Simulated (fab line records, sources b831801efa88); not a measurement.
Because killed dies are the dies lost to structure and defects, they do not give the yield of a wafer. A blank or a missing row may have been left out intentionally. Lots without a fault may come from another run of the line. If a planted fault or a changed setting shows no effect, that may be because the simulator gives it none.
2 desks, one fault -- flow sky130 -- every desk sees just its own numbers, and what lay behind them comes last

== METROLOGY DESK ==
What the gauges read for every lot (on any tool): the sampled wafers with a number, averaged. The brackets show how far a lot's mean lies from the usual mean; more than 4 standard deviations puts the lot out of limits, marked OUT.
Columns: A = cd nm at SKY_POLY_GATE_CD_MEAS_13, usual 150.5 nm; B = POLY_GATE_OVL at SKY_POLY_GATE_OVL_MEAS_14, usual -2 nm
lot,first seen here,A,B
L220,day 17 17:28,151.3,6
L221,day 18 02:21,150.8,-6
L227,day 20 22:37,150.3,-1
L230,day 21 12:32,150.0,4
L232,day 22 12:37,150.4,-3
L237,day 23 19:23,149.0,-2
L239,day 24 06:46,150.1,-5
This desk's finding: nothing out of limits on any of the 7 lots.

== AT THE TOOL OWNER'S DESK: rie si-01 ==
The tool's own readings at SKY_POLY_GATE_ETCH_17 (etches poly-Si in HBr/Cl2, stops on SiO2, target depth 180 nm, time 70.5 s): means of the sampled wafers that have a number, for each lot that ran on this tool. The brackets show how far a lot's mean lies from the usual mean; more than 4 standard deviations puts the lot out of limits, marked OUT.
Columns: A = drypump motor current A at SKY_POLY_GATE_ETCH_17, usual 5.6 A; B = oes product au at SKY_POLY_GATE_ETCH_17, usual 0.987 a.u.; C = run length s at SKY_POLY_GATE_ETCH_17, usual 98.7 s; D = throttle valve pct at SKY_POLY_GATE_ETCH_17, usual 33.684 %
lot,first seen here,A,B,C,D
L221,day 18 02:41,5.6,0.992,99.0,33.679
L227,day 20 22:57,5.6,0.973,100.1,33.677
L230,day 21 12:52,5.7,0.975,100.3,33.689
L232,day 22 12:57,5.6,0.974,101.0 (+5.6) OUT,33.659
This desk finds L232 out of limits, L232 being first, at day 22 12:57 (run length s at SKY_POLY_GATE_ETCH_17). L221, L227, L230 stayed within limits.

== BROUGHT TOGETHER ==
The tool owner's desk had the chance to raise an alarm at day 22 12:57 on L232.
The metrology desk saw nothing out of limits.
The metrology desk has L232 on record, within its limits.
Every lot named ran SKY_POLY_GATE_ETCH_17 on rie si-01.

== WHAT THE SIMULATOR HAD PUT IN ==
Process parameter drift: rie si-01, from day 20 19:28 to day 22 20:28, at SKY_POLY_GATE_ETCH_17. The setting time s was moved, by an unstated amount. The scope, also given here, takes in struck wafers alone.
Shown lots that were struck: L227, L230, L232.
Hours from the fault's start to each desk's first reading out of limits: the tool owner's desk, 41.
